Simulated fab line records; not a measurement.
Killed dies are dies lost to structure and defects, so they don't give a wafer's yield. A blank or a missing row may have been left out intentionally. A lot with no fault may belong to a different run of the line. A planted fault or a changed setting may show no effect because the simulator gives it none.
fab line records	flow sky130
record lots=5	wafers=15	last-day=51
route steps=708 shown PWDE@48 NWELL@56 PAD_OPEN@708
lots untouched by any fault: they come from a run of this same line in which no faults occurred
start-h: hours from the record's first day to the start of the lot's first wafer shown	wait-h: time in hours since the lot's previous step	" the same as in the row above	L1.1+2: one row covering several wafers at once	- value missing, or start not given	* or withheld: withheld	< > ~ a bound
route shown NAME@n: a module of which the file shows steps, and the number in the route of the first	usual: mean/standard deviation taken from wafers without a fault	same: alike in all rows	chamber/n: place in a boat	sites: the reading at each site	_std_site: standard deviation across them	_edge_site: inner sites' mean taken away from outer sites' mean	radius-mm: how far each site lies from the wafer's centre	mask NAME#n: copy n	behind: the tool/chamber that last shaped the wafer	hold: what put the lot on hold/how long, in hours/how the hold closed	device: transistor that didn't switch, given as n, p or np	end of line: at the end of the route, the tests of the same wafers	a step with no rows: only its recipe	killed: not the wafer's yield, but the dies lost to structure and defects at the first sort	map: a wafer's dies, x killed, . not, _ none there
set.NAME: the setting that was run; set.NAME@STEP: the one run at that earlier step	model.NAME: the simulator's own value behind a step, which no gauge read
certain route steps with their lots: each step a table, each wafer a row
services: from which hour (start-h, from the record's first day; less than 0 if before it) a tool's chamber was out of use, for how many hours, and why
## steps
# step SKY_PWDE_SOFTBAKE_03
# recipe temp-c=110	time-s=withheld
# step SKY_PWDE_EXPOSE_04
# recipe mask-id=PWDEM	na=0.6	source-shape=conventional	sigma-outer=0.6	polarization=unpolarized	target-cd-nm=840	dose-mj=214
# step SKY_PWDE_PEB_05
# recipe temp-c=115	time-s=withheld
# step SKY_PWDE_DEVELOP_06
# recipe wall-angle-deg=90	developer=TMAH	develop-time-s=60	dev-temp-c=23
# step SKY_PWDE_OVL_MEAS_07
# usual PWDE_OVL=-1.4/1.2
lot.wafer	tool	chamber	start-h	wait-h	PWDE_OVL[nm]
L711.2	overlay-01	-	80.04	-	-1.4
L711.3	"	-	"	"	-1.9
L711.6	"	-	"	"	-1.1
L719.2	overlay-02	-	120.51	-	-1.2
L719.4	"	-	"	"	0.3
L719.5	"	-	"	"	-0.8
L726.1	overlay-02	-	152.50	-	0.1
L726.5	"	-	"	"	0.2
L726.6	"	-	"	"	-1.6
L727.2	overlay-02	-	158.84	-	-0.7
L727.5	"	-	"	"	-1.0
L727.6	"	-	"	"	-0.5
L734.1	overlay-02	-	202.55	-	-1.3
L734.2	"	-	"	"	0.7
L734.3	"	-	"	"	-1.0
# step SKY_PWDE_IMPLANT_08
# recipe species=B	energy-kev=150	dose-cm2=3.6e+12	tilt-deg=withheld
# step SKY_PWDE_STRIP_09
# recipe chemistry=O2/N2	power-w=1400	pressure-mtorr=1500	platen-temp-c=withheld	o2-flow-sccm=3000	n2-flow-sccm=300	overash-fraction=0.5
# usual drypump-motor-current-A=5.8/0.41	o2-flow-sccm=3000/9.2	oes-product-au=0.722/0.0042	strip-time-to-endpoint-s=36.91/0.1
lot.wafer	tool	chamber	start-h	wait-h	drypump-motor-current-A	o2-flow-sccm	oes-product-au	rf-hours-counter-h	strip-time-to-endpoint-s
L711.2	plasma-asher-04	1	80.22	0.1	5.7	3001	0.728	39	36.90
L711.3	"	1	"	"	5.7	3000	0.723	-	36.93
L711.6	"	1	"	"	5.7	3005	0.725	-	36.98
L719.2	plasma-asher-04	0	120.69	0.1	6.2	2987	0.720	43	36.86
L719.4	"	1	"	"	5.7	2994	0.721	-	36.92
L719.5	"	1	"	"	5.7	2999	0.721	-	36.92
L726.1	plasma-asher-04	1	152.68	0.1	5.7	3014	0.728	46	36.90
L726.5	"	0	"	"	6.2	2993	0.725	-	36.75
L726.6	"	1	"	"	5.7	3000	0.719	-	36.94
L727.2	plasma-asher-02	0	159.02	0.1	5.7	2993	0.721	4	36.83
L727.5	"	0	"	"	5.7	2990	0.726	-	36.80
L727.6	"	1	"	"	6.3	2989	0.725	-	36.99
L734.1	plasma-asher-01	0	202.73	0.1	5.0	3000	0.722	51	36.87
L734.2	"	1	"	"	5.7	3002	0.724	51	36.88
L734.3	"	0	"	"	5.0	3004	0.721	-	37.01
# step SKY_PWDE_TW_MEAS_10
# usual PWDE_TW=375.2/2
lot.wafer	tool	chamber	start-h	wait-h	PWDE_TW
L711.2	film-metro-01	-	80.33	0.1	376.0
L711.3	"	-	"	"	375.7
L711.6	"	-	"	"	378.0
L719.2	film-metro-01	-	120.80	0.1	372.5
L719.4	"	-	"	"	375.4
L719.5	"	-	"	"	374.7
L726.1	film-metro-04	-	152.78	0.1	375.5
L726.5	"	-	"	"	376.5
L726.6	"	-	"	"	376.3
L727.2	film-metro-04	-	159.13	0.1	375.7
L727.5	"	-	"	"	376.5
L727.6	"	-	"	"	375.5
L734.1	film-metro-04	-	202.83	0.1	376.9
L734.2	"	-	"	"	377.8
L734.3	"	-	"	"	376.2
# step SKY_NWELL_DEHYDRATE_03
# recipe temp-c=200	time-s=60
# step SKY_NWELL_HMDS_04
# recipe prime-time-s=60	prime-temp-c=120
# step SKY_NWELL_COAT_05
# recipe spin-rpm=2000	resist-thk-nm=3000
# step SKY_NWELL_SOFTBAKE_06
# recipe temp-c=110	time-s=withheld
# step SKY_NWELL_EXPOSE_07
# recipe mask-id=NWM	na=0.6	source-shape=conventional	sigma-outer=0.6	polarization=unpolarized	target-cd-nm=840	dose-mj=255
# usual stage-vel-mm-s=500.03/0.23
lot.wafer	tool	chamber	start-h	wait-h	mask	stage-vel-mm-s
L711.2	iline-stepper-01	0	89.10	-	NWM#0	500.10
L711.3	"	0	"	"	NWM#0	499.83
L711.6	"	0	"	"	NWM#0	500.05
L719.2	iline-stepper-01	0	130.50	-	NWM#0	500.75
L719.4	"	0	"	"	NWM#0	500.14
L719.5	"	0	"	"	NWM#0	500.23
L726.1	iline-stepper-01	0	163.37	-	NWM_COMPLEMENT#0	499.62
L726.5	"	0	"	"	NWM_COMPLEMENT#0	499.84
L726.6	"	0	"	"	NWM_COMPLEMENT#0	500.11
L727.2	iline-stepper-02	0	169.59	-	NWM#0	500.17
L727.5	"	0	"	"	NWM#0	499.82
L727.6	"	0	"	"	NWM#0	499.94
L734.1	iline-stepper-02	0	214.61	-	NWM#0	500.21
L734.2	"	0	"	"	NWM#0	500.33
L734.3	"	0	"	"	NWM#0	500.05
# step SKY_NWELL_PEB_08
# recipe temp-c=115	time-s=withheld
# step SKY_NWELL_DEVELOP_09
# recipe wall-angle-deg=90	developer=TMAH	develop-time-s=62.75	dev-temp-c=23
# step SKY_NWELL_OVL_MEAS_10
# usual NWELL_00_OVL=0.4/1.5
lot.wafer	tool	chamber	start-h	wait-h	NWELL_00_OVL[nm]
L711.2	overlay-02	-	97.71	-	-1.8
L711.3	"	-	"	"	-0.9
L711.6	"	-	"	"	-0.2
L719.2	overlay-02	-	140.51	-	0.9
L719.4	"	-	"	"	-0.4
L719.5	"	-	"	"	-1.5
L726.1	overlay-02	-	173.48	-	-
L726.5	"	-	"	"	-
L726.6	"	-	"	"	-
L727.2	overlay-02	-	179.64	-	-0.3
L727.5	"	-	"	"	-0.3
L727.6	"	-	"	"	0.4
L734.1	overlay-02	-	225.55	-	4.2
L734.2	"	-	"	"	6.2
L734.3	"	-	"	"	3.5
# step SKY_NWELL_IMPLANT_11
# recipe species=P	energy-kev=400	dose-cm2=1.9e+13	tilt-deg=withheld
# step SKY_NWELL_IMPLANT_12
# recipe species=P	energy-kev=120	dose-cm2=1.3e+12	tilt-deg=withheld
# step SKY_NWELL_IMPLANT_13
# recipe species=P	energy-kev=50	dose-cm2=7e+11	tilt-deg=withheld
# step SKY_NWELL_STRIP_14
# recipe chemistry=O2/N2	power-w=1400	pressure-mtorr=1500	platen-temp-c=withheld	o2-flow-sccm=3000	n2-flow-sccm=300	overash-fraction=0.5
# usual drypump-motor-current-A=5.6/0.38	o2-flow-sccm=2999/8.1	oes-product-au=0.722/0.0046	strip-time-to-endpoint-s=36.94/0.1
lot.wafer	tool	chamber	start-h	wait-h	drypump-motor-current-A	o2-flow-sccm	oes-product-au	rf-hours-counter-h	strip-time-to-endpoint-s
L711.2	plasma-asher-02	1	98.19	0.1	6.3	3007	0.722	40	37.12
L711.3	"	0	"	"	5.7	2990	0.716	-	37.09
L711.6	"	0	"	"	5.7	2990	0.725	-	37.21
L719.2	plasma-asher-03	0	140.99	0.1	5.7	3005	0.716	31	37.01
L719.4	"	0	"	"	5.7	3007	0.716	-	37.04
L719.5	"	1	"	"	5.6	2997	0.719	-	36.98
L726.1	plasma-asher-03	1	173.97	0.1	5.6	2984	0.719	34	36.92
L726.5	"	1	"	"	5.6	2989	0.724	-	36.98
L726.6	"	0	"	"	5.7	3016	0.724	-	36.88
L727.2	plasma-asher-03	1	180.12	0.1	5.6	2993	0.719	35	37.05
L727.5	"	0	"	"	5.7	3006	0.714	-	37.03
L727.6	"	1	"	"	5.6	2989	0.724	-	36.99
L734.1	plasma-asher-02	0	226.04	0.1	5.7	3009	0.715	9	36.89
L734.2	"	1	"	"	6.3	2984	0.723	9	37.12
L734.3	"	1	"	"	6.3	2997	0.718	-	37.02
# step SKY_NWELL_TW_MEAS_15
# usual NWELL_TW=1826/8.6
lot.wafer	tool	chamber	start-h	wait-h	NWELL_TW
L711.2	film-metro-02	-	98.30	0.1	1830
L711.3	"	-	"	"	1841
L711.6	"	-	"	"	1841
L719.2	film-metro-04	-	141.10	0.1	1827
L719.4	"	-	"	"	1831
L719.5	"	-	"	"	1831
L726.1	film-metro-01	-	174.07	0.1	30
L726.5	"	-	"	"	30
L726.6	"	-	"	"	30
L727.2	film-metro-02	-	180.23	0.1	1831
L727.5	"	-	"	"	1832
L727.6	"	-	"	"	1822
L734.1	film-metro-01	-	226.14	0.1	1828
L734.2	"	-	"	"	1828
L734.3	"	-	"	"	1835
# step SKY_NWELL_DEHYDRATE_16
# recipe temp-c=200	time-s=60
# step SKY_NWELL_HMDS_17
# recipe prime-time-s=60	prime-temp-c=120
# step SKY_NWELL_COAT_18
# recipe spin-rpm=2000	resist-thk-nm=3000
# step SKY_NWELL_SOFTBAKE_19
# recipe temp-c=110	time-s=withheld
# step SKY_NWELL_EXPOSE_20
# recipe mask-id=NWM_COMPLEMENT	na=0.6	source-shape=conventional	sigma-outer=0.6	polarization=unpolarized	target-cd-nm=840	dose-mj=260
# step SKY_NWELL_PEB_21
# recipe temp-c=115	time-s=withheld
# step SKY_NWELL_DEVELOP_22
# recipe wall-angle-deg=90	developer=TMAH	develop-time-s=60	dev-temp-c=23.54
# step SKY_NWELL_OVL_MEAS_23
# usual NWELL_01_OVL=0.8/1.4
lot.wafer	tool	chamber	start-h	wait-h	NWELL_01_OVL[nm]
L711.2	overlay-01	-	116.91	-	-2.0
L711.3	"	-	"	"	-1.3
L711.6	"	-	"	"	2.4
L719.2	overlay-02	-	160.71	-	1.8
L719.4	"	-	"	"	1.2
L719.5	"	-	"	"	1.0
L726.1	overlay-02	-	196.25	-	0.4
L726.5	"	-	"	"	1.1
L726.6	"	-	"	"	1.3
L727.2	overlay-02	-	201.76	-	1.4
L727.5	"	-	"	"	0.0
L727.6	"	-	"	"	-0.7
L734.1	overlay-02	-	248.90	-	0.2
L734.2	"	-	"	"	0.8
L734.3	"	-	"	"	0.0
# step SKY_NWELL_IMPLANT_24
# recipe species=B	energy-kev=140	dose-cm2=9.2e+12	tilt-deg=withheld
# step SKY_NWELL_STRIP_25
# recipe chemistry=O2/N2	power-w=1400	pressure-mtorr=1500	platen-temp-c=withheld	o2-flow-sccm=3000	n2-flow-sccm=300	overash-fraction=0.5
# usual drypump-motor-current-A=5.7/0.43	o2-flow-sccm=3003/9.4	oes-product-au=0.722/0.0047	strip-time-to-endpoint-s=36.91/0.11
lot.wafer	tool	chamber	start-h	wait-h	drypump-motor-current-A	o2-flow-sccm	oes-product-au	rf-hours-counter-h	strip-time-to-endpoint-s
L711.2	plasma-asher-01	0	117.09	0.1	5.0	2996	0.719	42	36.97
L711.3	"	1	"	"	5.7	3001	0.724	-	36.90
L711.6	"	1	"	"	5.7	3005	0.722	-	36.87
L719.2	plasma-asher-02	1	160.89	0.1	6.3	3002	0.720	4	36.71
L719.4	"	0	"	"	5.7	2981	0.715	-	36.88
L719.5	"	1	"	"	6.3	2994	0.714	-	36.64
L726.1	plasma-asher-02	0	196.44	0.1	5.7	3014	0.721	7	36.89
L726.5	"	0	"	"	5.7	3009	0.716	-	37.04
L726.6	"	1	"	"	6.3	3003	0.717	-	36.86
L727.2	plasma-asher-03	1	201.94	0.1	5.7	3004	0.721	37	36.99
L727.5	"	0	"	"	5.7	3009	0.723	-	36.91
L727.6	"	1	"	"	5.6	2996	0.729	-	36.99
L734.1	plasma-asher-01	0	249.09	0.1	5.0	3014	0.726	55	37.01
L734.2	"	1	"	"	5.7	3008	0.724	55	37.01
L734.3	"	1	"	"	5.7	3016	0.715	-	36.99
# step SKY_NWELL_TW_MEAS_26
# usual NWELL_2_TW=499.6/2.8
lot.wafer	tool	chamber	start-h	wait-h	NWELL_2_TW
L711.2	film-metro-04	-	117.20	0.1	497.7
L711.3	"	-	"	"	496.9
L711.6	"	-	"	"	495.5
L719.2	film-metro-04	-	161.00	0.1	497.1
L719.4	"	-	"	"	500.2
L719.5	"	-	"	"	500.8
L726.1	film-metro-02	-	196.54	0.1	1847.2
L726.5	"	-	"	"	1848.0
L726.6	"	-	"	"	1851.9
L727.2	film-metro-04	-	202.05	0.1	500.0
L727.5	"	-	"	"	498.3
L727.6	"	-	"	"	499.1
L734.1	film-metro-02	-	249.19	0.1	504.0
L734.2	"	-	"	"	501.6
L734.3	"	-	"	"	499.6
# step SKY_NWELL_CLEAN_27
# recipe chemistry=SC1/SC2	mix=1:4:20	temp-c=70	time-s=150	dry=n2-spin
# step SKY_PAD_OPEN_PROBE_99
# usual killed_at_M0_to_M3=43/7.5	killed_at_M4_up=3.2/1.9	killed-at-contacts=24/5.6	killed-at-front-end=15/4.8	killed-at-other=0.2/0.54	killed-dies=86/11	killed-on-rim=17/3.6	killed-open=47/7.6	killed-short=39/7.1
# same gross-dies=492	killed-at-back-side=0
lot.wafer	tool	chamber	start-h	wait-h	killed_at_M0_to_M3	killed_at_M4_up	killed-at-contacts	killed-at-front-end	killed-at-other	killed-dies	killed-on-rim	killed-open	killed-short
L711.2	prober-01	-	1108.43	0.1	33	6	14	7	3	63	13	29	34
L711.3	prober-01	-	1108.48	0.2	43	4	21	13	1	82	16	48	34
L711.6	prober-01	-	1108.63	0.2	39	3	21	7	1	71	12	38	33
L719.2	prober-02	-	1146.35	0.1	45	4	22	12	0	83	17	49	34
L719.4	prober-02	-	1146.45	0.2	41	3	28	8	0	80	13	57	23
L719.5	prober-02	-	1146.50	0.2	40	0	26	11	0	77	13	50	27
L726.1	prober-01	-	1180.75	0.1	51	1	22	418	0	492	96	45	40
L726.5	prober-01	-	1180.95	0.2	63	3	32	394	0	492	96	64	47
L726.6	prober-01	-	1181.00	0.2	60	2	26	404	0	492	96	48	50
L727.2	prober-02	-	1185.35	0.1	40	4	12	18	0	74	11	44	30
L727.5	prober-02	-	1185.50	0.2	45	1	21	10	0	77	15	50	27
L727.6	prober-02	-	1185.55	0.2	34	2	31	25	1	93	19	51	42
# killed by level:class
L711.2 VIA1:geometric-particle:open=9 METAL1:geometric-particle:short=6 LI_CONTACT:geometric-particle:open=4 CONTACT:geometric-particle:short=4 METAL2:geometric-particle:short=4 METAL4:geometric-particle:short=4 METAL3:geometric-particle:short=4 CONTACT:geometric-particle:open=3
L711.3 VIA1:geometric-particle:open=11 CONTACT:geometric-particle:open=10 VIA3:geometric-particle:open=7 VIA2:geometric-particle:open=6 CONTACT:geometric-particle:short=5 METAL3:geometric-particle:short=5 FIELD_ISO:geometric-particle:open=4 POLY_GATE:geometric-particle:open=4
L711.6 VIA1:geometric-particle:open=16 LI_CONTACT:geometric-particle:open=7 CONTACT:geometric-particle:open=7 METAL2:geometric-particle:short=6 VIA2:geometric-particle:open=5 VIA1:geometric-particle:short=5 LOCAL_INTERCONNECT:geometric-particle:short=4 CONTACT:geometric-particle:short=3
L719.2 CONTACT:geometric-particle:open=9 LI_CONTACT:geometric-particle:open=9 VIA3:geometric-particle:open=9 VIA1:geometric-particle:open=8 VIA1:geometric-particle:short=6 METAL2:geometric-particle:short=5 VIA2:geometric-particle:open=5 VIA2:geometric-particle:short=5
L719.4 VIA1:geometric-particle:open=19 LI_CONTACT:geometric-particle:open=11 CONTACT:geometric-particle:open=10 VIA3:geometric-particle:open=8 LOCAL_INTERCONNECT:geometric-particle:short=4 VIA1:geometric-particle:short=4 METAL2:geometric-particle:short=3 FIELD_ISO:geometric-particle:short=2
L719.5 VIA1:geometric-particle:open=14 CONTACT:geometric-particle:open=11 VIA2:geometric-particle:open=8 LI_CONTACT:geometric-particle:open=7 CONTACT:geometric-particle:short=5 FIELD_ISO:geometric-particle:short=4 VIA1:geometric-particle:short=4 VIA3:geometric-particle:open=4
L726.1 NWELL:area-expose=407 VIA1:geometric-particle:open=12 METAL1:geometric-particle:short=9 LOCAL_INTERCONNECT:geometric-particle:short=6 CONTACT:geometric-particle:open=6 LI_CONTACT:geometric-particle:open=6 VIA2:geometric-particle:open=6 VIA3:geometric-particle:short=6
L726.5 NWELL:area-expose=381 CONTACT:geometric-particle:open=14 VIA1:geometric-particle:open=13 VIA2:geometric-particle:open=10 VIA3:geometric-particle:open=9 METAL1:geometric-particle:short=7 LI_CONTACT:geometric-particle:open=7 METAL2:geometric-particle:short=5
L726.6 NWELL:area-expose=394 VIA1:geometric-particle:open=12 LI_CONTACT:geometric-particle:open=8 VIA2:geometric-particle:short=8 METAL2:geometric-particle:short=8 METAL1:geometric-particle:short=7 LOCAL_INTERCONNECT:geometric-particle:short=6 VIA3:geometric-particle:open=6
L727.2 VIA1:geometric-particle:open=14 VIA2:geometric-particle:open=9 METAL1:geometric-particle:short=6 POLY_GATE:geometric-particle:short=5 LI_CONTACT:geometric-particle:open=5 FIELD_ISO:geometric-particle:short=4 METAL2:geometric-particle:short=4 VIA3:geometric-particle:open=4
L727.5 VIA2:geometric-particle:open=9 CONTACT:geometric-particle:open=8 VIA1:geometric-particle:open=8 LI_CONTACT:geometric-particle:open=7 METAL1:geometric-particle:short=7 METAL2:geometric-particle:short=7 VIA3:geometric-particle:open=6 FIELD_ISO:geometric-particle:open=4
L727.6 CONTACT:geometric-particle:open=10 VIA1:geometric-particle:open=9 FIELD_ISO:geometric-particle:short=7 FIELD_ISO:geometric-particle:open=7 POLY_GATE:geometric-particle:short=5 LI_CONTACT:geometric-particle:short=5 LI_CONTACT:geometric-particle:open=5 CONTACT:geometric-particle:short=5
# map L726.1 (x killed, . not)
__________xxxxxxxxxx_________
________xxxxxxxxxxxxxx_______
______xxxxxxxxxxxxxxxxxx_____
_____xxxxxxxxxxxxxxxxxxxx____
____xxxxxxxxxxxxxxxxxxxxxx___
___xxxxxxxxxxxxxxxxxxxxxxxx__
__xxxxxxxxxxxxxxxxxxxxxxxxxx_
_xxxxxxxxxxxxxxxxxxxxxxxxxxxx
_xxxxxxxxxxxxxxxxxxxxxxxxxxxx
_xxxxxxxxxxxxxxxxxxxxxxxxxxxx
_xxxxxxxxxxxxxxxxxxxxxxxxxxxx
_xxxxxxxxxxxxxxxxxxxxxxxxxxxx
_xxxxxxxxxxxxxxxxxxxxxxxxxxxx
_xxxxxxxxxxxxxxxxxxxxxxxxxxxx
_xxxxxxxxxxxxxxxxxxxxxxxxxxxx
__xxxxxxxxxxxxxxxxxxxxxxxxxx_
___xxxxxxxxxxxxxxxxxxxxxxxx__
____xxxxxxxxxxxxxxxxxxxxxx___
_____xxxxxxxxxxxxxxxxxxxx____
______xxxxxxxxxxxxxxxxxx_____
________xxxxxxxxxxxxxx_______
__________xxxxxxxxxx_________
# map L719.2 (x killed, . not)
__________....x....._________
________x.....x.....x._______
______.x.x...x.....xx.x._____
_____......xx............____
____x.....................___
___.x.............x........__
__x........xx..x......x..x.._
_.........xx.......xxx....xx.
_.............x..........x...
_.....x.x.....x........x.xx..
_..x........x..x....xxx......
_...x....x.x.......xxx..x....
_........x......x.xx....x.x..
_.xx...x..x.................x
_..................x..x......
__.x....x.x................._
___..x...xx..x........x....__
____......x...........x...___
_____x...x........x......____
______....x.........x..._____
________..x.......x..._______
__________.x..x.x.x._________
## services
tool	chamber	start-h	hours	kind
plasma-asher-03	-	66.24	0.5	repair
plasma-asher-03	-	89.54	1.5	repair
plasma-asher-02	-	108.80	9.0	pm
plasma-asher-02	0	108.80	9.0	vent-cycle
plasma-asher-02	1	108.80	9.0	vent-cycle
plasma-asher-02	0	117.80	-	clean
plasma-asher-02	1	117.80	-	clean
plasma-asher-04	-	139.27	1.2	repair
iline-stepper-01	-	156.75	0.5	repair
iline-stepper-02	-	178.02	1.7	pm
plasma-asher-02	-	182.09	9.5	repair
iline-stepper-02	-	182.42	4.1	repair
iline-stepper-01	-	214.02	1.7	pm
plasma-asher-01	-	247.29	0.4	repair
## key
first-sign step=SKY_NWELL_EXPOSE_07	reading=mask	direction=changed
effect step=SKY_NWELL_OVL_MEAS_10	reading=NWELL_00_OVL	direction=missing
effect step=SKY_NWELL_TW_MEAS_15	reading=NWELL_TW	direction=down	sigmas=99+	usual=1826	struck=30
effect step=SKY_NWELL_TW_MEAS_26	reading=NWELL_2_TW	direction=up	sigmas=99+	usual=499.6	struck=1849.0
effect step=SKY_PAD_OPEN_PROBE_99	reading=killed-at-front-end	direction=up	sigmas=82	usual=15	struck=405
more-kills-born-at SKY_NWELL_EXPOSE_07@iline-stepper-01=1182
met-at SKY_NWELL_EXPOSE_07
struck-wafers L726.1,L726.5,L726.6
tester-left-out L726
onset-between 130.50 163.37
fault kind=wrong-mask	tool=any	chamber=-	onset-h=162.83	steps=SKY_NWELL_EXPOSE_07	aux-copy=NWM_COMPLEMENT#0	scope=struck-lots-only
# tester-left-out: of these lots the tester's yield and bins aren't shown, on N5 and GAA mostly nor the transistor test; their killed dies are dies lost to structure and defects alone, not to doping, threshold or leakage, so they don't give the yield
